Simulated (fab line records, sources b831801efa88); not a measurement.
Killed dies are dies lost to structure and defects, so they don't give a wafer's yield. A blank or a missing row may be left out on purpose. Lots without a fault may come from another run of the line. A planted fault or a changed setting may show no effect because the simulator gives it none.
fab line records | flow gf180mcu
record lots=5 wafers=15 last_day=34
route steps=602 shown M2@366 V2@382
lots that met no fault: from a run of the same line without faults
start_h: hours from the record's first day to the start of the lot's first wafer shown | wait_h: hours since the lot's step before | " the same as in the row above | L1.1+2: a row that stands for several wafers | - no value, or no start given | * or withheld: withheld | < > ~ a bound
route shown NAME@n: a module of which the file shows steps, and the number in the route of the first | usual: mean/standard deviation of fault-free wafers | same: alike in all rows | chamber/n: place in a boat | sites: the reading at each site | _std_site: their standard deviation | _edge_site: outer sites' mean less inner sites' | radius_mm: how far each site lies from the wafer's centre | mask NAME#n: copy n | behind: the tool/chamber that last shaped the wafer | hold: why the lot was held/for how many hours/how that ended | device: the transistor (n, p or np) that didn't switch | end of line: the same wafers' tests at the end of the route | a step without rows: its recipe alone | killed: dies lost to structure and defects at the first sort, not the wafer's yield | map: a wafer's dies, x killed, . not, _ none there
set.NAME: the setting as run; set.NAME@STEP: as run at that earlier step | model.NAME: the simulator's own value behind a step, which no gauge read
lots at some steps of the route; a table a step, a row a wafer
services: from which hour (start_h, from the record's first day; less than 0 if before it) a tool's chamber was out of use, for how many hours, and why
## steps
# step GF_M2_SPUTTER_04
# recipe material=TiN target_thk_nm=50 power_w=6500 time_s=41.7 chamber_pressure_pa=0.4
# usual throttle_valve_pct=30.1/1.6
# columns lot.wafer tool chamber start_h wait_h throttle_valve_pct
L076.1 pvd_sputter-04 - 433.10 0.0 30.3
L076.2 " - " " 31.3
L076.3 " - " " 29.5
L081.4 pvd_sputter-02 - 491.55 0.0 33.5
L081.5 " - " " 28.7
L081.6 " - " " 30.7
L091.1 pvd_sputter-04 - 565.78 0.0 29.2
L091.3 " - " " 29.6
L091.6 " - " " 29.1
L092.2 pvd_sputter-02 - 574.65 0.0 28.9
L092.3 " - " " 33.4
L092.6 " - " " 28.7
L094.2 pvd_sputter-02 - 587.59 0.0 30.7
L094.3 " - " " 28.9
L094.5 " - " " 28.9
# step GF_M2_RS_MEAS_05
# recipe thk_meas_gauge=four-point-probe reads=TiN_of_M2_SPUTTER_04+Ti_of_M2_SPUTTER_03+AlCu_of_M2_SPUTTER_02+TiN_of_M2_SPUTTER_01+Ti_of_M2_SPUTTER_00
# usual M2_ALCU_RS=0.0696/0.00096
# columns lot.wafer tool chamber start_h wait_h M2_ALCU_RS[ohm/sq]
L076.1 film_metro-04 - 433.14 0.0 0.0698
L076.2 " - " " 0.0685
L076.3 " - " " 0.0687
L081.4 film_metro-02 - 491.65 0.1 0.0706
L081.5 " - " " 0.0707
L081.6 " - " " 0.0709
L091.1 film_metro-03 - 565.82 0.0 0.0694
L091.3 " - " " 0.0694
L091.6 " - " " 0.0702
L092.2 film_metro-02 - 574.71 0.0 0.0710
L092.3 " - " " 0.0706
L092.6 " - " " 0.0706
L094.2 film_metro-02 - 587.65 0.0 0.0710
L094.3 " - " " 0.0707
L094.5 " - " " 0.0709
# step GF_M2_THK_MEAS_06
# recipe thk_meas_gauge=xrf reads=AlCu_of_M2_SPUTTER_02
# usual M2_ALCU_THK=453/6.4
# columns lot.wafer tool chamber start_h wait_h M2_ALCU_THK[nm]
L076.1 film_metro-04 - 433.26 0.1 451
L076.2 " - " " 462
L076.3 " - " " 461
L081.4 film_metro-02 - 491.74 0.1 446
L081.5 " - " " 450
L081.6 " - " " 448
L091.1 film_metro-03 - 565.94 0.1 452
L091.3 " - " " 451
L091.6 " - " " 447
L092.2 film_metro-02 - 574.82 0.1 445
L092.3 " - " " 448
L092.6 " - " " 446
L094.2 film_metro-02 - 587.76 0.1 447
L094.3 " - " " 448
L094.5 " - " " 446
# step GF_M2_DEHYDRATE_07
# recipe temp_c=200 time_s=60
# columns lot.wafer tool chamber start_h wait_h
L076.1+2+3 litho_track-04 0 445.21 11.9
L081.4+5+6 litho_track-02 0 502.33 10.6
L091.1+3+6 litho_track-04 0 576.11 10.2
L092.2+3+6 litho_track-04 0 584.93 10.1
L094.2+3+5 litho_track-04 0 597.78 10.0
# step GF_M2_HMDS_08
# recipe prime_time_s=60 prime_temp_c=120
# columns lot.wafer tool chamber start_h wait_h
L076.1+2+3 litho_track-04 0 445.36 0.1
L081.4+5+6 litho_track-02 0 502.48 0.1
L091.1+3+6 litho_track-04 0 576.26 0.1
L092.2+3+6 litho_track-04 0 585.08 0.1
L094.2+3+5 litho_track-04 0 597.93 0.1
# step GF_M2_COAT_09
# recipe resist=KrF spin_rpm=withheld resist_thk_nm=1000
# columns lot.wafer tool chamber start_h wait_h
L076.1+2+3 litho_track-04 0 445.51 0.1
L081.4+5+6 litho_track-02 0 502.63 0.1
L091.1+3+6 litho_track-04 0 576.41 0.1
L092.2+3+6 litho_track-04 0 585.23 0.1
L094.2+3+5 litho_track-04 0 598.08 0.1
# step GF_M2_SOFTBAKE_10
# recipe temp_c=130 time_s=60 resist=KrF
# columns lot.wafer tool chamber start_h wait_h
L076.1+2+3 litho_track-04 0 445.66 0.1
L081.4+5+6 litho_track-02 0 502.78 0.1
L091.1+3+6 litho_track-04 0 576.56 0.1
L092.2+3+6 litho_track-04 0 585.38 0.1
L094.2+3+5 litho_track-04 0 598.23 0.1
# step GF_M2_EXPOSE_11
# recipe mask_id=Metal2 target_cd_nm=280 na=0.68 source_shape=conventional sigma_outer=0.6 dose_mj=28
# usual exposure_dose_mJ_cm2=28.006/0.027
# same na=0.68
# columns lot.wafer tool chamber start_h wait_h mask exposure_dose_mJ_cm2
L076.1 krf_scanner-01 0 - - Metal2#0 28.017
L076.2 " 0 " " Metal2#0 28.041
L076.3 " 0 " " Metal2#0 28.004
L081.4 krf_scanner-02 0 - - Metal2#0 27.974
L081.5 " 0 " " Metal2#0 27.996
L081.6 " 0 " " Metal2#0 27.993
L091.1 krf_scanner-01 0 - - Metal2#0 28.009
L091.3 " 0 " " Metal2#0 27.999
L091.6 " 0 " " Metal2#0 28.010
L092.2 krf_scanner-01 0 - - Metal2#0 27.994
L092.3 " 0 " " Metal2#0 27.996
L092.6 " 0 " " Metal2#0 27.992
L094.2 krf_scanner-01 0 - - Metal2#0 28.037
L094.3 " 0 " " Metal2#0 28.004
L094.5 " 0 " " Metal2#0 28.022
# step GF_M2_PEB_12
# recipe peb_temp_c=135 peb_time_s=90 resist=KrF
# columns lot.wafer tool chamber start_h wait_h
L076.1+2+3 litho_track-02 0 - -
L081.4+5+6 litho_track-01 0 - -
L091.1+3+6 litho_track-01 0 - -
L092.2+3+6 litho_track-01 0 - -
L094.2+3+5 litho_track-04 0 - -
# step GF_M2_DEVELOP_13
# recipe develop_time_s=60 dev_temp_c=21
# columns lot.wafer tool chamber start_h wait_h
L076.1+2+3 litho_track-02 0 457.56 0.2
L081.4+5+6 litho_track-01 0 514.84 0.1
L091.1+3+6 litho_track-01 0 587.37 0.2
L092.2+3+6 litho_track-01 0 595.79 0.2
L094.2+3+5 litho_track-04 0 608.88 0.2
# step GF_M2_CD_MEAS_14
# recipe target_cd_nm=280
# usual cd_nm=279.9/1
# columns lot.wafer tool chamber start_h wait_h cd_nm
L076.1 cd_sem-02 - 457.71 0.1 280.8
L076.2 " - " " 280.7
L076.3 " - " " 280.7
L081.4 cd_sem-01 - 514.98 0.1 280.0
L081.5 " - " " 278.8
L081.6 " - " " 279.2
L091.1 cd_sem-01 - 587.52 0.1 278.2
L091.3 " - " " 279.7
L091.6 " - " " 278.7
L092.2 cd_sem-01 - 595.94 0.1 279.3
L092.3 " - " " 279.6
L092.6 " - " " 279.6
L094.2 cd_sem-02 - 609.03 0.1 279.9
L094.3 " - " " 280.8
L094.5 " - " " 279.2
# step GF_M2_OVL_MEAS_15
# usual M2_OVL=0/5.2
# columns lot.wafer tool chamber start_h wait_h M2_OVL[nm]
L076.1 overlay-01 - 457.83 0.1 2
L076.2 " - " " -3
L076.3 " - " " -2
L081.4 overlay-02 - 515.06 0.1 2
L081.5 " - " " -3
L081.6 " - " " -2
L091.1 overlay-02 - 587.64 0.1 -6
L091.3 " - " " -6
L091.6 " - " " 0
L092.2 overlay-01 - 596.04 0.1 -2
L092.3 " - " " 2
L092.6 " - " " -3
L094.2 overlay-02 - 609.13 0.1 -1
L094.3 " - " " -5
L094.5 " - " " -8
# step GF_M2_METAL_ETCH_16
# recipe chemistry=Cl2/BCl3 mask_material=KrF target_depth_nm=750.8 stop_on=SiO2 pressure_mtorr=8 icp_w=800 bias_w=140 Cl2_flow_sccm=80 bcl3_flow_sccm=40 time_s=125.1
# usual drypump_motor_current_A=5.7/0.42 mfc_cl2_sccm=80.08/0.23 oes_product_au=0.990/0.0061 throttle_valve_pct=28.229/0.0096
# columns lot.wafer tool chamber start_h wait_h drypump_motor_current_A mfc_cl2_sccm oes_product_au rf_hours_counter_h throttle_valve_pct
L076.1 rie_metal-04 1 457.87 0.0 5.2 80.25 0.997 8 28.221
L076.2 " 0 " " 6.2 80.36 0.987 10 28.233
L076.3 " 0 " " 6.2 80.09 0.985 - 28.238
L081.4 rie_metal-04 0 515.12 0.1 6.2 80.08 0.993 - 28.239
L081.5 " 1 " " 5.2 80.08 0.996 - 28.239
L081.6 " 0 " " 6.2 80.07 0.987 - 28.237
L091.1 rie_metal-02 1 587.67 0.0 6.0 79.88 0.994 4 28.224
L091.3 " 1 " " 6.0 79.99 0.998 - 28.224
L091.6 " 1 " " 6.0 80.14 0.992 - 28.212
L092.2 rie_metal-04 1 596.07 0.0 5.2 80.28 0.997 12 28.233
L092.3 " 0 " " 6.2 80.15 0.992 - 28.222
L092.6 " 1 " " 5.2 80.37 1.000 - 28.220
L094.2 rie_metal-02 0 609.16 0.0 5.1 80.24 0.997 8 28.236
L094.3 " 0 " " 5.1 80.43 0.986 - 28.238
L094.5 " 0 " " 5.1 80.11 0.990 - 28.232
# step GF_M2_STRIP_17
# recipe chemistry=O2/N2 power_w=1400 pressure_mtorr=1500 platen_temp_c=250 o2_flow_sccm=3000 n2_flow_sccm=300 overash_fraction=0.5
# usual drypump_motor_current_A=5.7/0.32 heater_power_w=344/35 o2_flow_sccm=2999/9.9 oes_product_au=0.537/0.0051 strip_time_to_endpoint_s=7.39/0.063
# columns lot.wafer tool chamber start_h wait_h drypump_motor_current_A heater_power_w o2_flow_sccm oes_product_au rf_hours_counter_h strip_time_to_endpoint_s
L076.1 plasma_asher-04 0 458.00 0.1 5.7 357 2999 0.537 65 7.35
L076.2 " 1 " " 5.2 323 2996 0.544 65 7.43
L076.3 " 0 " " 5.7 359 2996 0.543 - 7.47
L081.4 plasma_asher-04 0 515.24 0.1 5.7 350 3008 0.534 - 7.44
L081.5 " 1 " " 5.2 330 3002 0.533 - 7.34
L081.6 " 0 " " 5.7 351 2992 0.542 - 7.42
L091.1 plasma_asher-01 0 587.80 0.1 5.5 271 3012 0.535 100 7.29
L091.3 " 1 " " 6.3 359 3000 0.528 - 7.35
L091.6 " 0 " " 5.5 277 3016 0.535 - 7.34
L092.2 plasma_asher-03 0 596.20 0.1 5.7 385 3001 0.533 16 7.32
L092.3 " 1 " " 5.6 357 3015 0.542 - 7.41
L092.6 " 0 " " 5.7 386 2998 0.526 - 7.30
L094.2 plasma_asher-04 0 609.29 0.1 5.7 356 3008 0.534 80 7.31
L094.3 " 0 " " 5.7 352 3005 0.535 - 7.36
L094.5 " 1 " " 5.2 325 2999 0.535 - 7.36
# step GF_M2_STRIP_18
# recipe chemistry=post_etch_residue_remover time_s=1200 temp_c=72.5
# columns lot.wafer tool chamber start_h wait_h
L076.1+2+3 wet_bench-02 0 458.10 0.1
L081.4+5+6 wet_bench-03 3 515.31 0.0
L091.1+3+6 wet_bench-03 2 587.90 0.1
L092.2+3+6 wet_bench-04 3 596.30 0.1
L094.2+3+5 wet_bench-03 1 609.39 0.1
# step GF_M2_CLEAN_19
# recipe chemistry=DIW dry=n2_spin
# columns lot.wafer tool chamber start_h wait_h
L076.1+2+3 wet_bench-03 3 458.47 0.0
L081.4+5+6 wet_bench-04 1 515.68 0.0
L091.1+3+6 wet_bench-04 0 588.24 0.0
L092.2+3+6 wet_bench-03 3 596.64 0.0
L094.2+3+5 wet_bench-02 3 609.73 0.0
# step GF_V2_CVD_00
# recipe material=SiO2 target_thk_nm=600 sigma_open_frac=0.3 temp_c=400 time_s=100 sih4_flow_sccm=60 pressure_mtorr=6
# usual sih4_flow_sccm=60.01/0.16
# columns lot.wafer tool chamber start_h wait_h sih4_flow_sccm
L076.1 hdpcvd-02 0 458.56 0.0 59.80
L076.2 " 1 " " 59.96
L076.3 " 2 " " 60.17
L081.4 hdpcvd-02 2 515.81 0.0 60.11
L081.5 " 0 " " 60.13
L081.6 " 1 " " 60.04
L091.1 hdpcvd-01 0 588.34 0.0 60.08
L091.3 " 2 " " 59.80
L091.6 " 2 " " 60.09
L092.2 hdpcvd-01 2 596.74 0.0 59.89
L092.3 " 1 " " 60.02
L092.6 " 2 " " 59.92
L094.2 hdpcvd-01 1 609.82 0.0 60.11
L094.3 " 2 " " 59.90
L094.5 " 1 " " 59.69
# step GF_V2_THK_MEAS_01
# recipe reads=SiO2_of_V2_CVD_00
# usual V2_CVD_00_THK=601/6.4
# columns lot.wafer tool chamber start_h wait_h V2_CVD_00_THK[nm]
L076.1 film_metro-01 - 458.63 0.0 602
L076.2 " - " " 604
L076.3 " - " " 599
L081.4 film_metro-03 - 515.87 0.0 601
L081.5 " - " " 597
L081.6 " - " " 598
L091.1 film_metro-04 - 588.41 0.0 607
L091.3 " - " " 615
L091.6 " - " " 613
L092.2 film_metro-01 - 596.82 0.0 599
L092.3 " - " " 602
L092.6 " - " " 601
L094.2 film_metro-04 - 609.91 0.0 603
L094.3 " - " " 605
L094.5 " - " " 602
# step GF_V2_CVD_02
# recipe material=SiO2 target_thk_nm=850 precursor=TEOS temp_c=400 time_s=94.851 rf_w=600
# usual heater_power_w=644/110
# columns lot.wafer tool chamber start_h wait_h heater_power_w since_wet_clean_h
L076.1 pecvd-04 2 458.69 0.1 574 701
L076.2 " 1 " " 781 701
L076.3 " 0 " " 757 701
L081.4 pecvd-04 0 515.94 0.1 738 -
L081.5 " 1 " " 761 -
L081.6 " 2 " " 478 -
L091.1 pecvd-02 0 588.47 0.1 689 204
L091.3 " 2 " " 611 204
L091.6 " 0 " " 750 -
L092.2 pecvd-02 1 596.87 0.0 496 212
L092.3 " 0 " " 734 212
L092.6 " 1 " " 542 -
L094.2 pecvd-01 1 609.96 0.0 814 644
L094.3 " 0 " " 659 644
L094.5 " 1 " " 840 -
# step GF_V2_THK_MEAS_03
# recipe reads=SiO2_of_V2_CVD_02
# usual V2_CVD_02_THK=851/11
# columns lot.wafer tool chamber start_h wait_h V2_CVD_02_THK[nm]
L076.1 film_metro-03 - 458.76 0.0 830
L076.2 " - " " 825
L076.3 " - " " 827
L081.4 film_metro-03 - 516.00 0.0 863
L081.5 " - " " 848
L081.6 " - " " 856
L091.1 film_metro-03 - 588.54 0.0 838
L091.3 " - " " 838
L091.6 " - " " 861
L092.2 film_metro-04 - 596.95 0.0 851
L092.3 " - " " 843
L092.6 " - " " 873
L094.2 film_metro-01 - 610.04 0.0 854
L094.3 " - " " 860
L094.5 " - " " 868
# step GF_V2_CMP_04
# recipe material=SiO2 down_force_psi=4 platen_rpm=60 pad_velocity_m_s=0.94248
# usual edge_zone_pressure_frac=1.000/0.0053 motor_current_A=11.3/1 platen_rpm=60.00/0.046 retaining_ring_pressure_frac=0.999/0.0049 time_to_endpoint_s=81/5.2
# columns lot.wafer tool chamber start_h wait_h edge_zone_pressure_frac motor_current_A platen_rpm retaining_ring_pressure_frac time_to_endpoint_s
L076.1 cmp-02 2 458.87 0.1 0.994 10.1 60.02 1.002 71
L076.3 " 3 " " 0.997 11.2 59.92 1.001 76
L076.2 " 0 " " 1.001 10.5 59.94 1.001 73
L081.4 cmp-02 1 516.13 0.1 0.999 11.5 59.99 1.007 86
L081.6 " 1 " " 1.006 11.3 59.96 1.003 81
L081.5 " 2 " " 1.003 9.9 60.04 0.997 74
L091.1 cmp-01 3 588.60 0.1 0.998 12.5 59.91 1.001 77
L091.3 " 1 " " 0.991 12.8 60.02 0.991 76
L091.6 " 3 " " 0.998 12.9 59.96 1.001 85
L092.2 cmp-01 2 597.22 0.3 1.000 10.7 60.00 1.000 76
L092.3 " 3 " " 0.994 12.2 59.98 0.992 80
L092.6 " 2 " " 1.003 10.8 60.02 0.999 84
L094.2 cmp-02 2 610.14 0.1 0.997 10.4 59.99 1.002 80
L094.3 " 0 " " 1.007 10.6 60.03 1.005 86
L094.5 " 2 " " 0.998 10.4 59.97 0.997 86
# step GF_V2_BOW_MEAS_05
# recipe mode=bow
# usual V2_BOW=100/8.6
# columns lot.wafer tool chamber start_h wait_h V2_BOW[um]
L076.1 film_metro-04 - 459.12 0.2 91
L076.2 " - " " 95
L076.3 " - " " 88
L081.4 film_metro-03 - 516.49 0.3 100
L081.5 " - " " 113
L081.6 " - " " 103
L091.1 film_metro-03 - 588.90 0.2 97
L091.3 " - " " 92
L091.6 " - " " 97
L092.2 film_metro-01 - 597.49 0.2 92
L092.3 " - " " 105
L092.6 " - " " 99
L094.2 film_metro-01 - 610.41 0.2 121
L094.3 " - " " 109
L094.5 " - " " 113
# step GF_V2_DEHYDRATE_06
# recipe temp_c=200 time_s=60
# columns lot.wafer tool chamber start_h wait_h
L076.1+2+3 litho_track-01 0 470.72 11.6
L081.4+5+6 litho_track-02 0 527.83 11.3
L091.1+3+6 litho_track-01 0 599.32 10.4
L092.2+3+6 litho_track-02 0 607.83 10.3
L094.2+3+5 litho_track-02 0 620.08 9.7
# step GF_V2_HMDS_07
# recipe prime_time_s=60 prime_temp_c=120
# columns lot.wafer tool chamber start_h wait_h
L076.1+2+3 litho_track-01 0 470.87 0.1
L081.4+5+6 litho_track-02 0 527.98 0.1
L091.1+3+6 litho_track-01 0 599.47 0.1
L092.2+3+6 litho_track-02 0 607.98 0.1
L094.2+3+5 litho_track-02 0 620.23 0.1
# step GF_V2_COAT_08
# recipe resist=BARC temp_c=withheld time_s=withheld spin_rpm=withheld resist_thk_nm=withheld
# columns lot.wafer tool chamber start_h wait_h
L076.1+2+3 litho_track-01 0 471.02 0.1
L081.4+5+6 litho_track-02 0 528.13 0.1
L091.1+3+6 litho_track-01 0 599.62 0.1
L092.2+3+6 litho_track-02 0 608.13 0.1
L094.2+3+5 litho_track-02 0 620.38 0.1
# step GF_V2_COAT_09
# recipe resist=KrF spin_rpm=withheld resist_thk_nm=1000
# columns lot.wafer tool chamber start_h wait_h
L076.1+2+3 litho_track-01 0 - -
L081.4+5+6 litho_track-02 0 - -
L091.1+3+6 litho_track-01 0 - -
L092.2+3+6 litho_track-02 0 - -
L094.2+3+5 litho_track-02 0 - -
# step GF_V2_SOFTBAKE_10
# recipe temp_c=130 time_s=60 resist=KrF
# columns lot.wafer tool chamber start_h wait_h
L076.1+2+3 litho_track-01 0 - -
L081.4+5+6 litho_track-02 0 - -
L091.1+3+6 litho_track-01 0 - -
L092.2+3+6 litho_track-02 0 - -
L094.2+3+5 litho_track-02 0 - -
# step GF_V2_EXPOSE_11
# recipe mask_id=Via2 target_cd_nm=260 na=0.68 source_shape=conventional sigma_outer=0.6 dose_mj=38
# usual exposure_dose_mJ_cm2=38.00/0.037
# same na=0.68
# columns lot.wafer tool chamber start_h wait_h mask exposure_dose_mJ_cm2
L076.1 krf_scanner-01 0 - - Via2#0 37.92
L076.2 " 0 " " Via2#0 38.03
L076.3 " 0 " " Via2#0 38.02
L081.4 krf_scanner-02 0 - - Via2#0 38.01
L081.5 " 0 " " Via2#0 38.04
L081.6 " 0 " " Via2#0 38.06
L091.1 krf_scanner-02 0 - - Via2#0 38.01
L091.3 " 0 " " Via2#0 37.97
L091.6 " 0 " " Via2#0 38.01
L092.2 krf_scanner-02 0 - - Via2#0 37.98
L092.3 " 0 " " Via2#0 38.05
L092.6 " 0 " " Via2#0 38.02
L094.2 krf_scanner-02 0 - - Via2#0 38.05
L094.3 " 0 " " Via2#0 38.01
L094.5 " 0 " " Via2#0 38.00
# step GF_V2_PEB_12
# recipe peb_temp_c=135 peb_time_s=90 resist=KrF
# columns lot.wafer tool chamber start_h wait_h
L076.1+2+3 litho_track-03 0 - -
L081.4+5+6 litho_track-01 0 - -
L091.1+3+6 litho_track-02 0 - -
L092.2+3+6 litho_track-03 0 - -
L094.2+3+5 litho_track-02 0 - -
# step GF_V2_DEVELOP_13
# recipe develop_time_s=60 resist=KrF dev_temp_c=21
# columns lot.wafer tool chamber start_h wait_h
L076.1+2+3 litho_track-03 0 483.43 0.2
L081.4+5+6 litho_track-01 0 539.74 0.1
L091.1+3+6 litho_track-02 0 610.66 0.2
L092.2+3+6 litho_track-03 0 628.40 0.2
L094.2+3+5 litho_track-02 0 630.98 0.2
# step GF_V2_CD_MEAS_14
# recipe target_cd_nm=260
# usual cd_nm=260.0/1.2
# columns lot.wafer tool chamber start_h wait_h cd_nm
L076.1 cd_sem-02 - 483.58 0.1 258.5
L076.2 " - " " 258.7
L076.3 " - " " 258.3
L081.4 cd_sem-01 - 539.88 0.1 258.9
L081.5 " - " " 260.4
L081.6 " - " " 260.3
L091.1 cd_sem-01 - 610.81 0.1 259.8
L091.3 " - " " 260.6
L091.6 " - " " 259.1
L092.2 cd_sem-02 - 628.55 0.1 261.0
L092.3 " - " " 259.9
L092.6 " - " " 260.5
L094.2 cd_sem-01 - 631.13 0.1 261.5
L094.3 " - " " 261.6
L094.5 " - " " 261.9
# step GF_V2_OVL_MEAS_15
# usual V2_OVL=0/5.6
# columns lot.wafer tool chamber start_h wait_h V2_OVL[nm]
L076.1 overlay-01 - 483.70 0.1 1
L076.2 " - " " 1
L076.3 " - " " 4
L081.4 overlay-01 - 539.96 0.1 -11
L081.5 " - " " -3
L081.6 " - " " -4
L091.1 overlay-02 - 610.93 0.1 -3
L091.3 " - " " 3
L091.6 " - " " 10
L092.2 overlay-01 - 628.65 0.1 10
L092.3 " - " " 12
L092.6 " - " " 4
L094.2 overlay-02 - 631.23 0.1 4
L094.3 " - " " 3
L094.5 " - " " 9
# step GF_V2_ETCH_16
# recipe chemistry=N2/H2 target_depth_a=withheld overetch_a=withheld time_s=withheld target=BARC ion_energy_ev=200 source_w=500 bias_w=100 pressure_mtorr=30 n2_flow_sccm=100 h2_flow_sccm=200
# usual drypump_motor_current_A=5.7/0.32 h2_flow_sccm=199.9/0.57 oes_product_au=0.855/0.0048 throttle_valve_pct=13.225/0.01
# columns lot.wafer tool chamber start_h wait_h drypump_motor_current_A h2_flow_sccm oes_product_au throttle_valve_pct
L076.1 rie_diel-04 1 483.74 0.0 5.0 198.4 0.852 13.233
L076.2 " 2 " " 6.2 200.0 0.852 13.233
L076.3 " 3 " " 6.2 200.3 0.860 13.219
L081.4 rie_diel-04 1 539.97 0.0 5.0 199.5 0.865 13.213
L081.5 " 0 " " 5.5 200.5 0.854 13.229
L081.6 " 3 " " 6.1 200.7 0.849 13.232
L091.1 rie_diel-03 0 610.96 0.0 5.7 199.9 0.846 13.231
L091.3 " 1 " " 5.5 199.7 0.851 13.237
L091.6 " 3 " " 5.7 200.2 0.856 13.216
L092.2 rie_diel-03 1 628.68 0.0 5.5 200.0 0.853 13.235
L092.3 " 3 " " 5.7 199.7 0.847 13.211
L092.6 " 1 " " 5.5 200.4 0.847 13.212
L094.2 rie_diel-04 1 631.26 0.0 5.0 200.2 0.852 13.210
L094.3 " 0 " " 5.6 200.3 0.851 13.236
L094.5 " 0 " " 5.6 200.2 0.857 13.232
# step GF_V2_ETCH_17
# recipe chemistry=C4F8/O2/Ar mask_material=KrF target=SiO2 stop_on=TiN source_w=1500 bias_w=1200 pressure_mtorr=40 c4f8_flow_sccm=withheld O2_flow_sccm=6 Ar_flow_sccm=300 time_s=withheld target_depth_a=6300
# usual oes_product_au=0.856/0.0047
# columns lot.wafer tool chamber start_h wait_h oes_product_au
L076.1 rie_diel-04 1 - - 0.861
L076.2 " 2 " " 0.858
L076.3 " 3 " " 0.858
L081.4 rie_diel-04 1 - - 0.861
L081.5 " 0 " " 0.852
L081.6 " 3 " " 0.857
L091.1 rie_diel-03 0 - - 0.862
L091.3 " 1 " " 0.859
L091.6 " 3 " " 0.856
L092.2 rie_diel-03 1 - - 0.849
L092.3 " 3 " " 0.854
L092.6 " 1 " " 0.860
L094.2 rie_diel-04 1 - - 0.861
L094.3 " 0 " " 0.856
L094.5 " 0 " " 0.856
# step GF_V2_STRIP_18
# recipe chemistry=O2/N2 power_w=1400 pressure_mtorr=1500 platen_temp_c=250 o2_flow_sccm=3000 n2_flow_sccm=300 overash_fraction=0.5
# usual drypump_motor_current_A=5.7/0.33 heater_power_w=327/29 o2_flow_sccm=2999/9.1 oes_product_au=0.593/0.0052
# columns lot.wafer tool chamber start_h wait_h drypump_motor_current_A heater_power_w o2_flow_sccm oes_product_au rf_hours_counter_h
L076.1 plasma_asher-04 0 483.86 - 5.7 366 3004 0.591 67
L076.2 " 1 " " 5.2 336 3019 0.588 67
L076.3 " 1 " " 5.2 329 3013 0.590 -
L081.4 plasma_asher-01 0 540.14 - 5.5 279 3009 0.591 -
L081.5 " 0 " " 5.6 272 3004 0.590 -
L081.6 " 1 " " 6.3 356 3009 0.596 -
L091.1 plasma_asher-01 1 611.09 - 6.3 361 3001 0.595 103
L091.3 " 0 " " 5.5 279 2994 0.595 -
L091.6 " 1 " " 6.3 357 3004 0.593 -
L092.2 plasma_asher-02 1 628.81 - 5.9 326 3006 0.587 56
L092.3 " 1 " " 5.8 338 3001 0.590 -
L092.6 " 1 " " 5.8 324 3001 0.594 -
L094.2 plasma_asher-01 1 631.39 - 6.3 360 2995 0.600 105
L094.3 " 1 " " 6.3 358 2992 0.589 -
L094.5 " 1 " " 6.3 367 2991 0.596 -
# step GF_V2_STRIP_19
# recipe chemistry=post_etch_residue_remover time_s=1200 temp_c=72.5
# columns lot.wafer tool chamber start_h wait_h
L076.1+2+3 wet_bench-01 3 483.96 0.1
L081.4+5+6 wet_bench-03 3 540.20 0.0
L091.1+3+6 wet_bench-04 0 611.19 0.1
L092.2+3+6 wet_bench-03 1 628.91 0.1
L094.2+3+5 wet_bench-01 2 631.49 0.1
# step GF_V2_CLEAN_20
# recipe chemistry=DIW dry=n2_spin
# columns lot.wafer tool chamber start_h wait_h
L076.1+2+3 wet_bench-03 2 484.31 0.0
L081.4+5+6 wet_bench-04 3 540.54 0.0
L091.1+3+6 wet_bench-01 2 611.53 0.0
L092.2+3+6 wet_bench-01 0 629.29 0.0
L094.2+3+5 wet_bench-04 3 631.83 0.0
# step GF_V2_SPUTTER_21
# recipe material=Ti target_thk_nm=15 chamber_pressure_pa=5 power_w=2500 substrate_temp_c=200 time_s=80.02
# usual throttle_valve_pct=30.5/1.7
# columns lot.wafer tool chamber start_h wait_h throttle_valve_pct
L076.1 pvd_sputter-04 - 484.40 0.0 29.2
L076.2 " - " " 30.2
L076.3 " - " " 31.2
L081.4 pvd_sputter-02 - 540.64 0.0 28.1
L081.5 " - " " 28.8
L081.6 " - " " 33.5
L091.1 pvd_sputter-02 - 611.63 0.0 33.7
L091.3 " - " " 29.0
L091.6 " - " " 28.8
L092.2 pvd_sputter-04 - 629.38 0.0 29.5
L092.3 " - " " 29.0
L092.6 " - " " 30.4
L094.2 pvd_sputter-02 - 631.93 0.0 33.8
L094.3 " - " " 28.1
L094.5 " - " " 30.5
# step GF_V2_SPUTTER_22
# recipe material=TiN target_thk_nm=10 chamber_pressure_pa=5 power_w=4000 time_s=40
# usual throttle_valve_pct=30.5/1.7
# columns lot.wafer tool chamber start_h wait_h throttle_valve_pct
L076.1 pvd_sputter-04 - 484.46 0.0 29.1
L076.2 " - " " 30.3
L076.3 " - " " 31.3
L081.4 pvd_sputter-02 - 540.70 0.0 28.2
L081.5 " - " " 29.0
L081.6 " - " " 33.4
L091.1 pvd_sputter-02 - 611.70 0.0 33.7
L091.3 " - " " 28.8
L091.6 " - " " 28.9
L092.2 pvd_sputter-04 - 629.44 0.0 29.8
L092.3 " - " " 28.9
L092.6 " - " " 30.5
L094.2 pvd_sputter-02 - 631.99 0.0 33.2
L094.3 " - " " 28.3
L094.5 " - " " 30.7
# step GF_V2_CVD_23
# recipe material=W target_thk_nm=350 time_s=104.94 temp_c=400 pressure_torr=40
# usual chamber_pressure_Torr=39.99/0.1 heater_power_w=801/78
# columns lot.wafer tool chamber start_h wait_h chamber_pressure_Torr heater_power_w since_wet_clean_h
L076.1 cvd_w-02 1 484.50 0.0 39.90 734 81
L076.2 " 0 " " 39.89 715 81
L076.3 " 0 " " 39.82 701 -
L081.4 cvd_w-01 0 540.77 0.1 39.95 892 -
L081.5 " 1 " " 39.96 871 -
L081.6 " 0 " " 39.89 898 -
L091.1 cvd_w-02 1 611.73 0.0 39.97 765 208
L091.3 " 0 " " 39.99 717 -
L091.6 " 1 " " 39.91 779 -
L092.2 cvd_w-01 1 629.48 0.0 40.09 872 725
L092.3 " 1 " " 39.99 895 -
L092.6 " 0 " " 39.78 898 -
L094.2 cvd_w-01 0 632.03 0.0 40.07 878 728
L094.3 " 0 " " 40.12 900 -
L094.5 " 0 " " 39.99 907 -
## services
# columns tool chamber start_h hours kind
krf_scanner-01 - 411.71 4.4 pm
rie_diel-04 0 428.28 2.8 repair
krf_scanner-02 - 428.89 9.0 repair
krf_scanner-02 - 437.03 1.4 repair
krf_scanner-01 - 437.64 3.4 repair
krf_scanner-02 - 441.01 1.0 pm
krf_scanner-02 - 443.44 2.7 repair
rie_diel-04 0 445.32 12.2 repair
krf_scanner-02 - 468.40 3.4 repair
krf_scanner-01 - 483.14 0.8 pm
rie_diel-04 - 488.98 2.8 pm
wet_bench-03 - 492.28 1.5 repair
krf_scanner-01 - 494.80 1.3 pm
rie_diel-04 3 502.88 4.1 repair
krf_scanner-02 - 515.61 1.3 pm
pvd_sputter-02 - 531.99 2.6 repair
krf_scanner-01 - 541.41 1.0 pm
rie_diel-04 3 546.85 9.8 repair
pvd_sputter-02 - 569.38 0.7 repair
rie_diel-04 - 576.25 0.3 repair
rie_diel-04 1 590.68 9.4 repair
rie_diel-04 3 591.27 4.9 repair
rie_diel-04 0 616.51 6.1 repair
wet_bench-04 - 619.37 0.5 repair
## key
fault none
